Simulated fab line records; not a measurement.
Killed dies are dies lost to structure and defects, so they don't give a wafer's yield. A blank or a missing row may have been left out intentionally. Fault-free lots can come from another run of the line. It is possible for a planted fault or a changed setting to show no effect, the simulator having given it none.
Chamber matching + flow sfq_line + SFQ_TRILAYER_I7_VIA_ETCH_VIA_ETCH_190 on rie_diel-04: 4 sister chambers
The step etches SiO2 in CHF3, stops on Nb, target depth 260 nm. 16 wafers are shown with their chamber, then 8 later ones without.

WAFERS, EACH WITH ITS CHAMBER
| wafer  | chamber | bias_w (W) | oes_product_au (a.u.) | chamber_pressure_mTorr (mTorr) |
|--------|---------|------------|-----------------------|--------------------------------|
| L237.1 | 3       | 79.47      | 0.862                 | 29.997                         |
| L237.5 | 0       | 79.69      | 0.860                 | 29.988                         |
| L237.6 | 3       | 79.66      | 0.854                 | 30.020                         |
| L239.2 | 3       | 80.13      | 0.853                 | 29.999                         |
| L239.4 | 2       | 80.07      | 0.857                 | 29.980                         |
| L239.6 | 1       | 79.71      | 0.855                 | 29.960                         |
| L251.1 | 0       | 79.45      | 0.860                 | 30.026                         |
| L251.5 | 3       | 80.10      | 0.869                 | 30.045                         |
| L251.6 | 2       | 79.55      | 0.857                 | 30.006                         |
| L253.1 | 3       | 80.25      | 0.855                 | 30.010                         |
| L253.3 | 1       | 80.66      | 0.852                 | 30.000                         |
| L253.4 | 2       | 79.77      | 0.858                 | 30.017                         |
| L254.1 | 3       | 79.52      | 0.863                 | 30.023                         |
| L254.3 | 1       | 80.05      | 0.861                 | 30.035                         |
| L254.4 | 0       | 80.11      | 0.849                 | 30.034                         |
| L256.1 | 2       | 80.07      | 0.855                 | 30.061                         |

SIGNATURES, as means of the wafers listed above
| reading                | chamber 0 | chamber 1 | chamber 2 | chamber 3 | scatter within a chamber |
|------------------------|-----------|-----------|-----------|-----------|--------------------------|
| bias_w                 | 79.7500   | 80.1400   | 79.8650   | 79.8550   | 0.35                     |
| oes_product_au         | 0.85633   | 0.85600   | 0.85675   | 0.85933   | 0.00523                  |
| chamber_pressure_mTorr | 30.01600  | 29.99833  | 30.01600  | 30.01567  | 0.0274                   |
Rule: a wafer's distance from a chamber is the root of the sum, over the readings, of the square of ((its reading less the chamber's mean) divided by the reading's scatter). The wafer belongs to the nearest chamber; if the next one is less than 2 further off, it can't be placed. The scatter is the square root of a quotient: the sum, over the shown wafers, of each reading's squared deviation from its chamber's mean, divided by wafers minus chambers.

WAFERS MISSING THEIR CHAMBER
| wafer  | bias_w (W) | oes_product_au (a.u.) | chamber_pressure_mTorr (mTorr) |
|--------|------------|-----------------------|--------------------------------|
| L256.4 | 79.59      | 0.860                 | 30.016                         |
| L256.5 | 79.79      | 0.856                 | 29.997                         |
| L257.2 | 80.11      | 0.857                 | 29.969                         |
| L257.3 | 80.19      | 0.863                 | 30.039                         |
| L257.4 | 80.04      | 0.861                 | 30.007                         |
| L259.1 | 80.27      | 0.853                 | 29.995                         |
| L259.3 | 79.96      | 0.849                 | 29.998                         |
| L259.6 | 79.92      | 0.853                 | 29.964                         |

CHAMBER TAKEN BY EACH
| wafer  | from the rows above               | in truth |
|--------|-----------------------------------|----------|
| L256.4 | can't be placed: 3 or 0 or 2 or 1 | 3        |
| L256.5 | can't be placed: 0 or 2 or 3 or 1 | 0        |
| L257.2 | can't be placed: 1 or 2 or 3 or 0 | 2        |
| L257.3 | can't be placed: 3 or 2 or 0 or 1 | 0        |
| L257.4 | can't be placed: 3 or 2 or 1 or 0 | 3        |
| L259.1 | can't be placed: 1 or 2 or 0 or 3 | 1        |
| L259.3 | can't be placed: 1 or 2 or 0 or 3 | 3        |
| L259.6 | can't be placed: 1 or 2 or 0 or 3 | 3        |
Correct placement for 0 of the 8. Not placeable from these rows: 8 (in 8, the candidates include the true chamber). Placed wrongly: 0.
